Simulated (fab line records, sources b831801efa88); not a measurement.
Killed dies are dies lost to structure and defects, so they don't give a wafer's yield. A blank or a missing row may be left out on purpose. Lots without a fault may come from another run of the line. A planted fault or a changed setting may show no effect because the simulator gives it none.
fab line records | flow sky130
record lots=6 wafers=18 last_day=50
route steps=708 shown VT_ADJUST_NCORE@128 VT_ADJUST_HVTR@131 VT_ADJUST_PCH@143 SONOS_TUNNEL@154 SONOS_ONO@168 VIA2@518 PAD_OPEN@708
lots that met no fault: from a run of the same line without faults
start_h: hours from the record's first day to the start of the lot's first wafer shown | wait_h: hours since the lot's step before | " the same as in the row above | L1.1+2: a row that stands for several wafers | - no value, or no start given | * or withheld: withheld | < > ~ a bound
route shown NAME@n: a module of which the file shows steps, and the number in the route of the first | usual: mean/standard deviation of fault-free wafers | same: alike in all rows | chamber/n: place in a boat | sites: the reading at each site | _std_site: their standard deviation | _edge_site: outer sites' mean less inner sites' | radius_mm: how far each site lies from the wafer's centre | mask NAME#n: copy n | behind: the tool/chamber that last shaped the wafer | hold: why the lot was held/for how many hours/how that ended | device: the transistor (n, p or np) that didn't switch | end of line: the same wafers' tests at the end of the route | a step without rows: its recipe alone | killed: dies lost to structure and defects at the first sort, not the wafer's yield | map: a wafer's dies, x killed, . not, _ none there
set.NAME: the setting as run; set.NAME@STEP: as run at that earlier step | model.NAME: the simulator's own value behind a step, which no gauge read
lots at some steps of the route; a table a step, a row a wafer
services: from which hour (start_h, from the record's first day; less than 0 if before it) a tool's chamber was out of use, for how many hours, and why
## steps
# step SKY_VT_ADJUST_NCORE_IMPLANT_09
# recipe species=B energy_kev=10 dose_cm2=2.4e+12 tilt_deg=withheld
# step SKY_VT_ADJUST_NCORE_STRIP_10
# recipe chemistry=O2/N2 power_w=1400 pressure_mtorr=1500 platen_temp_c=withheld o2_flow_sccm=3000 n2_flow_sccm=300 overash_fraction=0.5
# usual drypump_motor_current_A=5.6/0.41 oes_product_au=0.715/0.0045 strip_time_to_endpoint_s=14.19/0.035
# same overash_fraction=0.5
# columns lot.wafer tool chamber start_h wait_h drypump_motor_current_A oes_product_au rf_hours_counter_h strip_time_to_endpoint_s
L217.2 plasma_asher-01 1 174.22 0.1 4.9 0.722 48 14.17
L217.3 " 0 " " 5.6 0.717 - 14.16
L217.5 " 1 " " 4.9 0.716 - 14.17
L226.1 plasma_asher-03 0 251.04 0.1 5.8 0.721 43 14.14
L226.2 " 1 " " 5.8 0.714 43 14.18
L226.4 " 0 " " 5.9 0.711 - 14.15
L230.4 plasma_asher-03 1 267.73 0.1 5.8 0.719 - 14.19
L230.5 " 1 " " 5.8 0.722 - 14.15
L230.6 " 0 " " 5.8 0.713 - 14.17
L231.4 plasma_asher-01 1 275.41 0.1 4.9 0.712 - 14.20
L231.5 " 0 " " 5.6 0.715 - 14.19
L231.6 " 1 " " 4.8 0.721 - 14.22
L233.3 plasma_asher-03 0 310.41 0.1 5.9 0.711 - 14.16
L233.4 " 1 " " 5.7 0.719 - 14.15
L233.6 " 0 " " 5.9 0.711 - 14.15
L240.2 plasma_asher-03 1 345.94 0.1 5.7 0.713 52 14.18
L240.4 " 1 " " 5.7 0.696 - 14.20
L240.5 " 1 " " 5.7 0.708 - 14.17
# step SKY_VT_ADJUST_NCORE_TW_MEAS_11
# usual VT_ADJUST_NCORE_TW=219.6/2.9
# columns lot.wafer tool chamber start_h wait_h VT_ADJUST_NCORE_TW
L217.2 film_metro-01 - 174.33 0.1 221.7
L217.3 " - " " 220.2
L217.5 " - " " 219.2
L226.1 film_metro-02 - 251.14 0.1 223.1
L226.2 " - " " 222.7
L226.4 " - " " 223.3
L230.4 film_metro-03 - 267.82 0.1 215.2
L230.5 " - " " 216.8
L230.6 " - " " 217.3
L231.4 film_metro-02 - 275.50 0.1 222.1
L231.5 " - " " 222.7
L231.6 " - " " 222.9
L233.3 film_metro-03 - 310.49 0.1 218.5
L233.4 " - " " 217.8
L233.6 " - " " 216.9
L240.2 film_metro-03 - 346.05 0.1 216.5
L240.4 " - " " 216.9
L240.5 " - " " 216.9
# step SKY_VT_ADJUST_HVTR_DEHYDRATE_00
# recipe temp_c=200 time_s=60
# step SKY_VT_ADJUST_HVTR_HMDS_01
# recipe prime_time_s=60 prime_temp_c=120
# step SKY_VT_ADJUST_HVTR_COAT_02
# recipe resist=NOVOLAK spin_rpm=3000 resist_thk_nm=1140
# step SKY_VT_ADJUST_HVTR_SOFTBAKE_03
# recipe temp_c=90 time_s=60 resist=NOVOLAK
# step SKY_VT_ADJUST_HVTR_EXPOSE_04
# recipe mask_id=HVTRM target_cd_nm=380 na=0.6 source_shape=conventional sigma_outer=0.6 dose_mj=148.7
# step SKY_VT_ADJUST_HVTR_PEB_05
# recipe temp_c=withheld time_s=* resist=NOVOLAK
# step SKY_VT_ADJUST_HVTR_DEVELOP_06
# recipe develop_time_s=60 dev_temp_c=23
# step SKY_VT_ADJUST_HVTR_CD_MEAS_07
# recipe target_cd_nm=380
# usual cd_nm=380.3/2.7
# columns lot.wafer tool chamber start_h wait_h cd_nm
L217.2 cd_sem-02 - 194.74 0.1 380.5
L217.3 " - " " 384.7
L217.5 " - " " 383.8
L226.1 cd_sem-02 - 274.59 0.1 376.8
L226.2 " - " " 375.2
L226.4 " - " " 375.6
L230.4 cd_sem-01 - 291.45 0.1 375.4
L230.5 " - " " 376.4
L230.6 " - " " 376.3
L231.4 cd_sem-02 - 300.73 0.1 379.5
L231.5 " - " " 379.3
L231.6 " - " " 380.9
L233.3 cd_sem-02 - 337.11 0.1 382.5
L233.4 " - " " 384.4
L233.6 " - " " 381.9
L240.2 cd_sem-01 - 373.36 0.1 378.4
L240.4 " - " " 377.6
L240.5 " - " " 378.8
# step SKY_VT_ADJUST_HVTR_OVL_MEAS_08
# usual VT_ADJUST_HVTR_OVL=0.0/1.3
# columns lot.wafer tool chamber start_h wait_h VT_ADJUST_HVTR_OVL[nm]
L217.2 overlay-01 - 194.85 0.1 0.5
L217.3 " - " " 2.7
L217.5 " - " " 0.5
L226.1 overlay-01 - 274.71 0.1 -0.5
L226.2 " - " " -0.2
L226.4 " - " " 0.6
L230.4 overlay-01 - 291.52 0.1 -1.0
L230.5 " - " " -0.4
L230.6 " - " " 0.3
L231.4 overlay-01 - 300.80 0.1 0.4
L231.5 " - " " 0.9
L231.6 " - " " 0.1
L233.3 overlay-02 - 337.21 0.1 -0.5
L233.4 " - " " 1.1
L233.6 " - " " 0.2
L240.2 overlay-02 - 373.46 0.1 0.7
L240.4 " - " " 0.8
L240.5 " - " " -0.1
# step SKY_VT_ADJUST_HVTR_IMPLANT_09
# recipe species=B energy_kev=10 dose_cm2=2.1e+12 tilt_deg=withheld
# usual dose_ions_cm2=2.1001e+12/2.2e+09
# columns lot.wafer tool chamber start_h wait_h dose_ions_cm2
L217.2 implanter-01 0 194.91 0.0 2.1072e+12
L217.3 " 0 " " 2.1016e+12
L217.5 " 0 " " 2.1014e+12
L226.1 implanter-01 0 274.74 0.0 2.0534e+12
L226.2 " 0 " " 2.0547e+12
L226.4 " 0 " " 2.054e+12
L230.4 implanter-01 0 291.62 0.1 2.0519e+12
L230.5 " 0 " " 2.054e+12
L230.6 " 0 " " 2.0549e+12
L231.4 implanter-02 0 300.90 0.1 2.1023e+12
L231.5 " 0 " " 2.1001e+12
L231.6 " 0 " " 2.101e+12
L233.3 implanter-03 0 337.28 0.1 2.1031e+12
L233.4 " 0 " " 2.1001e+12
L233.6 " 0 " " 2.1002e+12
L240.2 implanter-02 0 373.52 0.0 2.0963e+12
L240.4 " 0 " " 2.0964e+12
L240.5 " 0 " " 2.1001e+12
# step SKY_VT_ADJUST_HVTR_STRIP_10
# recipe chemistry=O2/N2 power_w=1400 pressure_mtorr=1500 platen_temp_c=withheld o2_flow_sccm=3000 n2_flow_sccm=300 overash_fraction=0.5
# usual drypump_motor_current_A=5.71/0.29 oes_product_au=0.715/0.0047 strip_time_to_endpoint_s=14.19/0.03
# same overash_fraction=0.5
# columns lot.wafer tool chamber start_h wait_h drypump_motor_current_A oes_product_au rf_hours_counter_h strip_time_to_endpoint_s
L217.2 plasma_asher-04 1 195.03 0.1 5.28 0.716 51 14.19
L217.3 " 0 " " 5.51 0.711 - 14.14
L217.5 " 0 " " 5.52 0.726 - 14.20
L226.1 plasma_asher-02 0 274.89 0.1 5.99 0.716 15 14.14
L226.2 " 1 " " 6.06 0.712 15 14.16
L226.4 " 0 " " 6.01 0.708 - 14.19
L230.4 plasma_asher-04 0 291.73 0.1 5.52 0.713 - 14.20
L230.5 " 1 " " 5.26 0.711 - 14.17
L230.6 " 0 " " 5.51 0.714 - 14.17
L231.4 plasma_asher-03 1 301.01 0.1 5.78 0.713 - 14.16
L231.5 " 1 " " 5.78 0.713 - 14.19
L231.6 " 0 " " 5.85 0.725 - 14.17
L233.3 plasma_asher-04 1 337.41 0.1 5.30 0.716 - 14.18
L233.4 " 0 " " 5.54 0.726 - 14.23
L233.6 " 0 " " 5.56 0.715 - 14.25
L240.2 plasma_asher-03 0 373.64 0.1 5.88 0.713 54 14.21
L240.4 " 1 " " 5.75 0.712 - 14.25
L240.5 " 0 " " 5.86 0.720 - 14.20
# step SKY_VT_ADJUST_HVTR_TW_MEAS_11
# usual VT_ADJUST_HVTR_TW=209.3/1.7
# columns lot.wafer tool chamber start_h wait_h VT_ADJUST_HVTR_TW
L217.2 film_metro-01 - 195.14 0.1 213.0
L217.3 " - " " 213.4
L217.5 " - " " 213.5
L226.1 film_metro-01 - 274.99 0.1 210.6
L226.2 " - " " 209.8
L226.4 " - " " 209.8
L230.4 film_metro-03 - 291.82 0.1 207.8
L230.5 " - " " 209.4
L230.6 " - " " 208.0
L231.4 film_metro-03 - 301.10 0.1 209.4
L231.5 " - " " 210.6
L231.6 " - " " 209.7
L233.3 film_metro-04 - 337.50 0.1 207.6
L233.4 " - " " 207.4
L233.6 " - " " 208.1
L240.2 film_metro-01 - 373.75 0.1 211.3
L240.4 " - " " 211.6
L240.5 " - " " 210.1
# step SKY_VT_ADJUST_PCH_DEHYDRATE_00
# recipe temp_c=200 time_s=60
# step SKY_VT_ADJUST_PCH_HMDS_01
# recipe prime_time_s=60 prime_temp_c=120
# step SKY_VT_ADJUST_PCH_COAT_02
# recipe spin_rpm=2000 resist_thk_nm=3000
# step SKY_VT_ADJUST_PCH_SOFTBAKE_03
# recipe temp_c=110 time_s=withheld
# step SKY_VT_ADJUST_PCH_EXPOSE_04
# recipe mask_id=NWM na=0.6 source_shape=conventional sigma_outer=0.6 polarization=unpolarized target_cd_nm=840 dose_mj=255
# step SKY_VT_ADJUST_PCH_PEB_05
# recipe temp_c=115 time_s=withheld
# step SKY_VT_ADJUST_PCH_DEVELOP_06
# recipe wall_angle_deg=90 developer=TMAH develop_time_s=60 dev_temp_c=23
# step SKY_VT_ADJUST_PCH_OVL_MEAS_07
# usual VT_ADJUST_PCH_OVL=0.5/1.3
# columns lot.wafer tool chamber start_h wait_h VT_ADJUST_PCH_OVL[nm]
L217.2 overlay-02 - 216.73 - 1.0
L217.3 " - " " -0.3
L217.5 " - " " -1.0
L226.1 overlay-01 - 300.28 - 2.0
L226.2 " - " " 0.1
L226.4 " - " " 0.8
L230.4 overlay-02 - 316.89 - -0.8
L230.5 " - " " 0.8
L230.6 " - " " -1.0
L231.4 overlay-01 - 327.20 - 1.1
L231.5 " - " " 1.6
L231.6 " - " " 1.6
L233.3 overlay-01 - 365.15 - 0.4
L233.4 " - " " 2.0
L233.6 " - " " 0.3
L240.2 overlay-02 - 402.69 - 1.5
L240.4 " - " " 0.1
L240.5 " - " " 0.6
# step SKY_VT_ADJUST_PCH_IMPLANT_08
# recipe species=B energy_kev=10 dose_cm2=5e+11 tilt_deg=withheld
# step SKY_VT_ADJUST_PCH_STRIP_09
# recipe chemistry=O2/N2 power_w=1400 pressure_mtorr=1500 platen_temp_c=withheld o2_flow_sccm=3000 n2_flow_sccm=300 overash_fraction=0.5
# usual drypump_motor_current_A=5.5/0.32 oes_product_au=0.723/0.0043 strip_time_to_endpoint_s=36.98/0.094
# same overash_fraction=0.5
# columns lot.wafer tool chamber start_h wait_h drypump_motor_current_A oes_product_au rf_hours_counter_h strip_time_to_endpoint_s
L217.2 plasma_asher-01 1 216.92 0.1 4.9 0.722 52 37.03
L217.3 " 1 " " 4.9 0.729 - 36.93
L217.5 " 1 " " 4.9 0.730 - 37.08
L226.1 plasma_asher-03 0 300.47 0.1 5.9 0.720 47 36.93
L226.2 " 1 " " 5.8 0.722 47 37.06
L226.4 " 0 " " 5.9 0.723 - 36.99
L230.4 plasma_asher-03 0 317.09 0.1 5.9 0.721 - 37.00
L230.5 " 1 " " 5.8 0.727 - 36.92
L230.6 " 0 " " 5.9 0.722 - 36.99
L231.4 plasma_asher-03 1 327.40 0.1 5.8 0.722 - 37.19
L231.5 " 1 " " 5.8 0.727 - 37.09
L231.6 " 0 " " 5.9 0.730 - 37.10
L233.3 plasma_asher-04 0 365.35 0.1 5.5 0.716 - 36.90
L233.4 " 1 " " 5.3 0.722 - 36.92
L233.6 " 0 " " 5.5 0.725 - 36.86
L240.2 plasma_asher-03 1 402.87 0.1 5.7 0.724 57 36.80
L240.4 " 0 " " 5.8 0.726 - 36.92
L240.5 " 1 " " 5.7 0.723 - 36.87
# step SKY_VT_ADJUST_PCH_TW_MEAS_10
# usual VT_ADJUST_PCH_TW=142.1/1.9
# columns lot.wafer tool chamber start_h wait_h VT_ADJUST_PCH_TW
L217.2 film_metro-04 - 217.03 0.1 140.4
L217.3 " - " " 141.9
L217.5 " - " " 141.5
L226.1 film_metro-03 - 300.57 0.1 142.0
L226.2 " - " " 140.9
L226.4 " - " " 141.1
L230.4 film_metro-04 - 317.19 0.1 141.6
L230.5 " - " " 140.3
L230.6 " - " " 141.1
L231.4 film_metro-03 - 327.50 0.1 141.2
L231.5 " - " " 140.1
L231.6 " - " " 140.8
L233.3 film_metro-03 - 365.44 0.1 140.6
L233.4 " - " " 140.6
L233.6 " - " " 141.6
L240.2 film_metro-04 - 402.98 0.1 141.2
L240.4 " - " " 140.9
L240.5 " - " " 141.2
# step SKY_SONOS_TUNNEL_DEHYDRATE_00
# recipe temp_c=200 time_s=60
# step SKY_SONOS_TUNNEL_HMDS_01
# recipe prime_time_s=60 prime_temp_c=120
# step SKY_SONOS_TUNNEL_COAT_02
# recipe resist=NOVOLAK spin_rpm=3000 resist_thk_nm=1140
# step SKY_SONOS_TUNNEL_SOFTBAKE_03
# recipe temp_c=90 time_s=60 resist=NOVOLAK
# step SKY_SONOS_TUNNEL_EXPOSE_04
# recipe mask_id=TUNM na=0.6 source_shape=conventional sigma_outer=0.6 polarization=unpolarized target_cd_nm=410 dose_mj=136
# step SKY_SONOS_TUNNEL_PEB_05
# recipe temp_c=withheld time_s=* resist=NOVOLAK
# step SKY_SONOS_TUNNEL_DEVELOP_06
# recipe resist=NOVOLAK developer=TMAH develop_time_s=60 dev_temp_c=23
# step SKY_SONOS_TUNNEL_CD_MEAS_07
# recipe target_cd_nm=410
# usual cd_nm=410.0/2.4
# columns lot.wafer tool chamber start_h wait_h cd_nm
L217.2 cd_sem-02 - 240.44 0.1 411.1
L217.3 " - " " 412.1
L217.5 " - " " 409.6
L226.1 cd_sem-02 - 326.62 0.1 405.0
L226.2 " - " " 405.6
L226.4 " - " " 403.0
L230.4 cd_sem-02 - 343.84 0.1 405.9
L230.5 " - " " 406.7
L230.6 " - " " 405.6
L231.4 cd_sem-01 - 354.28 0.1 412.1
L231.5 " - " " 412.3
L231.6 " - " " 412.7
L233.3 cd_sem-01 - 394.37 0.1 412.3
L233.4 " - " " 409.4
L233.6 " - " " 410.7
L240.2 cd_sem-02 - 431.94 0.1 408.5
L240.4 " - " " 409.1
L240.5 " - " " 410.7
# step SKY_SONOS_TUNNEL_OVL_MEAS_08
# usual SONOS_TUNNEL_OVL=0.3/1.3
# columns lot.wafer tool chamber start_h wait_h SONOS_TUNNEL_OVL[nm]
L217.2 overlay-01 - 240.54 0.1 0.2
L217.3 " - " " -0.4
L217.5 " - " " -0.7
L226.1 overlay-02 - 326.74 0.1 0.5
L226.2 " - " " -0.3
L226.4 " - " " 0.8
L230.4 overlay-01 - 343.92 0.1 1.4
L230.5 " - " " -1.2
L230.6 " - " " -1.2
L231.4 overlay-01 - 354.36 0.1 1.8
L231.5 " - " " -0.3
L231.6 " - " " -0.9
L233.3 overlay-02 - 394.47 0.1 -1.1
L233.4 " - " " -0.4
L233.6 " - " " 0.6
L240.2 overlay-01 - 432.05 0.1 -1.9
L240.4 " - " " -0.2
L240.5 " - " " -3.4
# step SKY_SONOS_TUNNEL_IMPLANT_09
# recipe species=B energy_kev=20 dose_cm2=1e+12 tilt_deg=withheld
# step SKY_SONOS_TUNNEL_WET_ETCH_10
# recipe chemistry=dHF target_depth_nm=14 target=SiO2 dilution=100:1 temp_c=25 time_s=280
# step SKY_SONOS_TUNNEL_STRIP_11
# recipe chemistry=SPM time_s=600 temp_c=130
# step SKY_SONOS_TUNNEL_TW_MEAS_12
# usual SONOS_TUNNEL_TW=198.0/2.4
# columns lot.wafer tool chamber start_h wait_h SONOS_TUNNEL_TW
L217.2 film_metro-02 - 241.01 0.0 200.7
L217.3 " - " " 199.5
L217.5 " - " " 200.6
L226.1 film_metro-02 - 327.20 0.0 201.0
L226.2 " - " " 200.5
L226.4 " - " " 199.9
L230.4 film_metro-01 - 344.39 0.0 198.9
L230.5 " - " " 198.9
L230.6 " - " " 197.1
L231.4 film_metro-01 - 354.82 0.0 198.4
L231.5 " - " " 198.5
L231.6 " - " " 197.7
L233.3 film_metro-04 - 394.95 0.0 195.0
L233.4 " - " " 194.7
L233.6 " - " " 195.2
L240.2 film_metro-01 - 432.51 0.0 198.1
L240.4 " - " " 199.4
L240.5 " - " " 198.7
# step SKY_SONOS_TUNNEL_CLEAN_13
# recipe chemistry=dHF time_s=20 dilution=100:1 dry=ipa_marangoni
# step SKY_SONOS_ONO_OXIDATION_00
# recipe temp_c=800 ambient=O2 idle_temp_c=700 ramp_up_c_per_min=10 ramp_down_c_per_min=3 stabilise_s=600 purge_s=300 target_thk_a=26 ox_time_s=1249
# step SKY_SONOS_ONO_THK_MEAS_01
# recipe reads=SiO2_of_SONOS_ONO_OXIDATION_00
# usual SONOS_ONO_OXIDATION_THK=2.57/0.056
# columns lot.wafer tool chamber start_h wait_h SONOS_ONO_OXIDATION_THK[nm]
L217.2 film_metro-01 - 242.99 0.0 2.55
L217.3 " - " " 2.63
L217.5 " - " " 2.66
L226.1 film_metro-03 - 328.84 0.0 2.51
L226.2 " - " " 2.57
L226.4 " - " " 2.55
L230.4 film_metro-03 - 346.76 0.1 2.59
L230.5 " - " " 2.61
L230.6 " - " " 2.60
L231.4 film_metro-03 - 358.05 0.0 2.44
L231.5 " - " " 2.47
L231.6 " - " " 2.45
L233.3 film_metro-02 - 396.49 0.0 2.63
L233.4 " - " " 2.55
L233.6 " - " " 2.56
L240.2 film_metro-03 - 434.79 0.0 2.54
L240.4 " - " " 2.61
L240.5 " - " " 2.49
# step SKY_VIA2_DEVELOP_11
# recipe develop_time_s=60 resist=KrF-thick dev_temp_c=21.74
# usual chill_plate_temp_C=23.00/0.11
# columns lot.wafer tool chamber start_h wait_h chill_plate_temp_C model.VIA2.cd_nm
L217.2 litho_track-04 0 - - 23.18 200.2
L217.3 " 0 " " 23.04 199.3
L217.5 " 0 " " 23.18 198.5
L226.1 litho_track-03 0 - - 23.04 199.7
L226.2 " 0 " " 22.71 200.2
L226.4 " 0 " " 22.93 199.7
L230.4 litho_track-03 0 - - 22.87 205.3
L230.5 " 0 " " 22.83 205.5
L230.6 " 0 " " 23.00 205.7
L231.4 litho_track-04 0 - - 23.12 199.6
L231.5 " 0 " " 23.13 199
L231.6 " 0 " " 23.15 199
L233.3 litho_track-01 0 - - 23.07 200.4
L233.4 " 0 " " 22.96 200.7
L233.6 " 0 " " 23.01 201.5
L240.2 litho_track-01 0 - - 22.91 199.3
L240.4 " 0 " " 22.97 200.2
L240.5 " 0 " " 23.18 200.6
# step SKY_VIA2_ETCH_15
# recipe target=SiO2 chemistry=C4F8/O2/Ar target_depth_nm=546 stop_on=TiN mask_material=KrF-thick source_w=1500 bias_w=1200 pressure_mtorr=40 c4f8_flow_sccm=withheld O2_flow_sccm=6 Ar_flow_sccm=300 time_s=84
# usual oes_product_au=0.939/0.0049
# columns lot.wafer tool chamber start_h wait_h oes_product_au rf_hours_counter_h model.VIA2.cd_nm
L217.2 rie_diel-02 0 838.33 0.0 0.947 26 202.8
L217.3 " 1 " " 0.943 12 200.4
L217.5 " 2 " " 0.936 - 198.9
L226.1 rie_diel-03 2 917.82 0.0 0.936 18 195.8
L226.2 " 3 " " 0.939 11 194.5
L226.4 " 0 " " 0.931 10 200.5
L230.4 rie_diel-04 0 938.80 0.0 0.941 - 209
L230.5 " 1 " " 0.939 - 210.4
L230.6 " 2 " " 0.942 - 208.4
L231.4 rie_diel-03 1 944.83 0.0 0.946 18 197
L231.5 " 1 " " 0.942 - 195
L231.6 " 0 " " 0.939 - 198.4
L233.3 rie_diel-02 2 978.36 0.0 0.941 13 200
L233.4 " 0 " " 0.946 2 200.3
L233.6 " 0 " " 0.939 - 197.6
L240.2 rie_diel-04 0 1007.11 0.0 0.935 22 199.4
L240.4 " 2 " " 0.941 16 204.7
L240.5 " 1 " " 0.936 - 205.2
# step SKY_PAD_OPEN_PROBE_99
# usual killed_at_M0_to_M3=43/6.2 killed_at_M4_up=2.8/1.7 killed_at_contacts=24/4.8 killed_at_front_end=15/4.3 killed_at_other=0.3/0.55 killed_dies=85/8.4 killed_open=46/6.7 killed_short=38/6.2
# same gross_dies=492 killed_at_back_side=0
# columns lot.wafer tool chamber start_h wait_h killed_at_M0_to_M3 killed_at_M4_up killed_at_contacts killed_at_front_end killed_at_other killed_dies killed_open killed_short
L226.1 prober-02 - 1125.41 0.1 42 6 20 18 0 86 51 35
L226.2 prober-02 - 1125.46 0.1 45 2 24 16 0 87 47 40
L226.4 prober-02 - 1125.56 0.2 50 3 22 27 0 102 55 47
L230.4 prober-01 - 1145.43 0.2 34 4 21 22 0 81 44 37
L230.5 prober-01 - 1145.48 0.2 49 3 24 15 0 91 53 37
L231.4 prober-01 - 1147.34 0.2 49 5 24 10 0 88 48 40
L231.5 prober-01 - 1147.39 0.2 33 2 22 11 0 68 33 35
L231.6 prober-01 - 1147.44 0.2 46 2 28 19 0 95 49 46
# killed by level:class
L226.1 VIA1:geometric_particle:open=14 VIA2:geometric_particle:open=12 POLY_GATE:geometric_particle:open=5 LOCAL_INTERCONNECT:geometric_particle:short=5 CONTACT:geometric_particle:open=5 FIELD_ISO:geometric_particle:open=4 LI_CONTACT:geometric_particle:open=4 VIA2:geometric_particle:short=4
L226.2 CONTACT:geometric_particle:open=10 VIA1:geometric_particle:open=8 FIELD_ISO:geometric_particle:short=7 LI_CONTACT:geometric_particle:open=6 METAL1:geometric_particle:short=6 VIA2:geometric_particle:open=6 VIA3:geometric_particle:short=6 VIA3:geometric_particle:open=6
L226.4 VIA1:geometric_particle:open=13 FIELD_ISO:geometric_particle:short=9 CONTACT:geometric_particle:open=9 FIELD_ISO:geometric_particle:open=8 VIA3:geometric_particle:open=8 CONTACT:geometric_particle:short=7 POLY_GATE:geometric_particle:short=5 METAL2:geometric_particle:short=5
L230.4 FIELD_ISO:geometric_particle:open=7 CONTACT:geometric_particle:open=7 FIELD_ISO:geometric_particle:short=6 VIA1:geometric_particle:open=6 CONTACT:geometric_particle:short=5 METAL1:geometric_particle:short=5 VIA2:geometric_particle:open=5 LI_CONTACT:geometric_particle:open=4
L230.5 CONTACT:geometric_particle:open=9 LI_CONTACT:geometric_particle:open=9 VIA3:geometric_particle:open=9 VIA1:geometric_particle:open=8 METAL2:geometric_particle:short=6 VIA2:geometric_particle:open=6 METAL1:geometric_particle:short=5 POLY_GATE:geometric_particle:short=4
L231.4 VIA1:geometric_particle:open=11 METAL2:geometric_particle:short=8 CONTACT:geometric_particle:open=8 CONTACT:geometric_particle:short=6 VIA1:geometric_particle:short=6 VIA2:geometric_particle:open=6 VIA3:geometric_particle:open=6 LI_CONTACT:geometric_particle:open=4
L231.5 METAL2:geometric_particle:short=11 LI_CONTACT:geometric_particle:open=8 POLY_GATE:geometric_particle:open=5 CONTACT:geometric_particle:open=5 VIA1:geometric_particle:open=5 VIA3:geometric_particle:open=5 LI_CONTACT:geometric_particle:short=4 VIA1:geometric_particle:short=4
L231.6 METAL2:geometric_particle:short=11 CONTACT:geometric_particle:open=11 LI_CONTACT:geometric_particle:open=6 VIA2:geometric_particle:open=6 METAL2:geometric_particle:open=5 FIELD_ISO:geometric_particle:open=4 POLY_GATE:geometric_particle:short=4 LI_CONTACT:geometric_particle:short=4
## services
# columns tool chamber start_h hours kind
plasma_asher-04 - 180.69 1.7 repair
implanter-01 - 184.25 1.6 repair
plasma_asher-01 - 199.77 3.3 repair
plasma_asher-03 - 201.46 2.2 repair
implanter-01 - 213.52 5.8 pm
plasma_asher-04 - 256.23 1.2 repair
plasma_asher-04 - 276.41 7.3 repair
plasma_asher-03 - 323.88 0.4 repair
plasma_asher-01 - 340.91 1.2 repair
implanter-01 - 382.60 2.9 repair
plasma_asher-04 - 421.25 9.0 pm
plasma_asher-03 - 421.36 11.0 repair
implanter-01 - 458.83 3.9 pm
implanter-01 - 465.66 1.9 repair
implanter-01 - 475.41 2.3 repair
plasma_asher-03 - 538.81 2.8 pm
plasma_asher-04 - 548.52 2.8 pm
plasma_asher-04 - 559.69 0.7 repair
plasma_asher-01 - 565.99 4.1 repair
implanter-01 - 571.00 4.6 repair
implanter-01 - 610.38 1.0 repair
plasma_asher-03 - 613.69 2.4 repair
plasma_asher-03 - 661.32 14.6 pm
plasma_asher-03 - 952.13 2.9 repair
## key
first_sign step=SKY_VT_ADJUST_HVTR_IMPLANT_09 reading=dose_ions_cm2 direction=down sigmas=21 usual=* struck=*
effect none on later readings
model_effect step=SKY_VIA2_DEVELOP_11 value=VIA2.cd_nm without=199.4 struck=202.7
model_effect step=SKY_VIA2_ETCH_15 value=VIA2.cd_nm without=199.8 struck=203.1
met_at SKY_VT_ADJUST_HVTR_IMPLANT_09
struck_wafers L226.1,L226.2,L226.4,L230.4,L230.5,L230.6
tester_left_out L226,L230
loop_trim step=SKY_VIA2_EXPOSE_09 setting=dose lots=L230
onset_between 194.91 274.74
fault kind=process_parameter_drift tool=implanter-01 chamber=- onset_h=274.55 steps=SKY_VT_ADJUST_HVTR_IMPLANT_09 channel=dose_cm2 offset=* shape=step end_h=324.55 acts_in=* stated=*
# tester_left_out: of these lots the tester's yield and bins aren't shown, on N5 and GAA mostly nor the transistor test; their killed dies are dies lost to structure and defects alone, not to doping, threshold or leakage, so they don't give the yield
# loop_trim: a control loop set the setting to another value than it would have without faults
